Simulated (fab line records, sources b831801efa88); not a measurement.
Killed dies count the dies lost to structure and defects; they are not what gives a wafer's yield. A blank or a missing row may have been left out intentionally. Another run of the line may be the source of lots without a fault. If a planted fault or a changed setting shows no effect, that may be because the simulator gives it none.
What tool caused it? -- flow gf180mcu -- 13 lots with 39 wafers sampled at 4 steps, on a route of 602 steps

WHAT THE GAUGES SHOWED, per wafer
GF_V5_THK_MEAS_01.
lot,measured,on,V5_CVD_00_THK (nm)
L442,day 26 15:51,filmMetro-01,299.0 300.2 299.7
L445,day 27 16:13,filmMetro-01,300.6 302.6 303.5
L446,day 28 00:53,filmMetro-03,303.7 300.6 302.1
L447,day 28 07:23,filmMetro-01,299.6 292.9 295.1
L448,day 28 19:20,filmMetro-01,305.4 301.2 297.7
L456,day 30 14:41,filmMetro-01,298.6 298.1 298.4
L457,day 30 23:09,filmMetro-03,304.9 302.0 305.0
L458,day 31 04:33,filmMetro-01,303.3 303.7 303.1
L459,day 31 14:44,filmMetro-01,297.0 299.5 297.6
L460,day 31 18:30,filmMetro-01,304.1 303.5 303.2
L461,day 31 19:44,filmMetro-03,296.5 298.4 300.0
L462,day 32 05:35,filmMetro-03,300.6 302.3 301.2
L465,day 32 20:07,filmMetro-01,296.7 299.4 297.0

EACH LOT AND THE TOOL THAT RAN IT (in order: tool; ch and the chambers of the sampled wafers; start)
lot,GF_MIM_SPUTTER_02,GF_MIM_SPUTTER_07,GF_M5_PEB_05
L442,"pvdSputter-01, day 24 20:34","pvdSputter-02, day 24 20:46","lithoTrack-04 ch 0, day 26 14:32"
L445,"pvdSputter-01, day 25 21:34","pvdSputter-02, day 25 21:45","lithoTrack-04 ch 0, day 27 14:59"
L446,"pvdSputter-01, day 26 06:44","pvdSputter-04, day 26 06:55","lithoTrack-04 ch 0, day 27 23:35"
L447,"pvdSputter-02, day 26 13:48","pvdSputter-04, day 26 13:59","lithoTrack-01 ch 0, day 28 06:01"
L448,"pvdSputter-02, day 27 01:56","pvdSputter-01, day 27 02:07","lithoTrack-04 ch 0, day 28 18:01"
L456,"pvdSputter-04, day 28 22:35","pvdSputter-02, day 28 22:46","lithoTrack-04 ch 0, day 30 13:31"
L457,"pvdSputter-02, day 29 07:56","pvdSputter-04, day 29 08:08","lithoTrack-01 ch 0, day 30 21:55"
L458,"pvdSputter-04, day 29 14:41","pvdSputter-02, day 29 14:53","lithoTrack-04 ch 0, day 31 03:17"
L459,"pvdSputter-02, day 30 01:31","pvdSputter-04, day 30 01:42","lithoTrack-01 ch 0, day 31 13:32"
L460,"pvdSputter-04, day 30 04:46","pvdSputter-01, day 30 04:57","lithoTrack-01 ch 0, day 31 17:17"
L461,"pvdSputter-01, day 30 06:41","pvdSputter-02, day 30 06:52","lithoTrack-01 ch 0, day 31 18:30"
L462,"pvdSputter-01, day 30 16:30","pvdSputter-02, day 30 16:41","lithoTrack-01 ch 0, day 32 04:22"
L465,"pvdSputter-02, day 31 09:46","pvdSputter-04, day 31 09:57","lithoTrack-03 ch 0, day 32 18:53"
- GF_MIM_SPUTTER_02: material AlCu, target thk 450 nm, time 23.9 s.
- GF_MIM_SPUTTER_07: material TiN, target thk 60 nm, time 50 s.
- GF_M5_PEB_05: peb time 90 s.

AS READ BY THE TOOLS THEMSELVES (means over the sampled wafers that have a number; for cases with no such wafer, the mark the record gives instead)
GF_MIM_SPUTTER_02.
lot,tool,cathodeDcPowerW (W),throttleValvePct (%)
L442,pvdSputter-01,10599,30.5
L445,pvdSputter-01,10602,30.0
L446,pvdSputter-01,10600,29.5
L447,pvdSputter-02,10598,28.7
L448,pvdSputter-02,10600,30.0
L456,pvdSputter-04,10600,31.2
L457,pvdSputter-02,10600,29.3
L458,pvdSputter-04,10600,30.3
L459,pvdSputter-02,10600,29.9
L460,pvdSputter-04,10599,30.5
L461,pvdSputter-01,10599,30.0
L462,pvdSputter-01,10599,29.6
L465,pvdSputter-02,10601,29.4

GF_MIM_SPUTTER_07.
lot,tool,cathodeDcPowerW (W),throttleValvePct (%)
L442,pvdSputter-02,6499.8,29.2
L445,pvdSputter-02,6500.3,29.3
L446,pvdSputter-04,6498.2,30.1
L447,pvdSputter-04,6498.8,29.5
L448,pvdSputter-01,6501.1,29.2
L456,pvdSputter-02,6499.9,29.4
L457,pvdSputter-04,6501.4,29.6
L458,pvdSputter-02,6499.6,29.0
L459,pvdSputter-04,6500.9,29.6
L460,pvdSputter-01,6497.9,29.5
L461,pvdSputter-02,6499.9,29.5
L462,pvdSputter-02,6499.1,29.1
L465,pvdSputter-04,6500.5,30.0

GF_M5_PEB_05.
lot,tool,chillPlateTempC (C),heaterPowerTotalW (W)
L442,lithoTrack-04,23.02,85.64
L445,lithoTrack-04,22.94,85.66
L446,lithoTrack-04,22.95,85.70
L447,lithoTrack-01,22.99,85.76
L448,lithoTrack-04,22.86,85.67
L456,lithoTrack-04,23.04,88.58
L457,lithoTrack-01,23.04,85.61
L458,lithoTrack-04,22.97,88.63
L459,lithoTrack-01,23.05,85.76
L460,lithoTrack-01,22.77,85.68
L461,lithoTrack-01,22.83,85.66
L462,lithoTrack-01,22.98,85.69
L465,lithoTrack-03,23.10,85.61

THE ANSWER, worked out from the rows above alone
Rule: the usual values come from the lots themselves. Put in order of their means at a reading, lots are off if they are a third of the lots or fewer, leave a main group of 4 or more, and stand apart from it by a gap of 3 or more times the standard deviation of the main group's means; of several such gaps the widest counts. Not used: any main group whose means are identical at the precision the tables above print for the reading. Also off: a lot with no number at a reading for which 4 or more lots have one. The other lots that the step has rows for count as sound. Order of review: gauges by route order, followed by the tools' own readings, for which a lot's mean as printed above is used. At the first step where some lot is off, the reading lying furthest off is the one used; lots without a number count as furthest.
Off: L456, L458, at GF_M5_PEB_05 (heaterPowerTotalW). The main group has a mean of 85.68 W with a standard deviation of 0.048.
A tool fits if, at that step or a process step before it, it ran every lot that is off, and no sound lot after the first of them. One fits: lithoTrack-04 at GF_M5_PEB_05. A fault onset in the window from L448 (day 28 18:01, its last sound lot) to L456 (day 30 13:31, its first lot off) fits.
On the lots that are off, the tool's own readings at GF_M5_PEB_05 differ by more than 5 times the standard deviation of the sound lots' means, which bears it out; heaterPowerTotalW reads 88.60 W there versus 85.68 W on the sound lots.

WHAT THE SIMULATOR HAD INSERTED
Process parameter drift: lithoTrack-04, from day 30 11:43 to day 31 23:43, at GF_M5_PEB_05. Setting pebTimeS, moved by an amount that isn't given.
Lots struck among those shown: L456, L458. Same finding as the rule above.
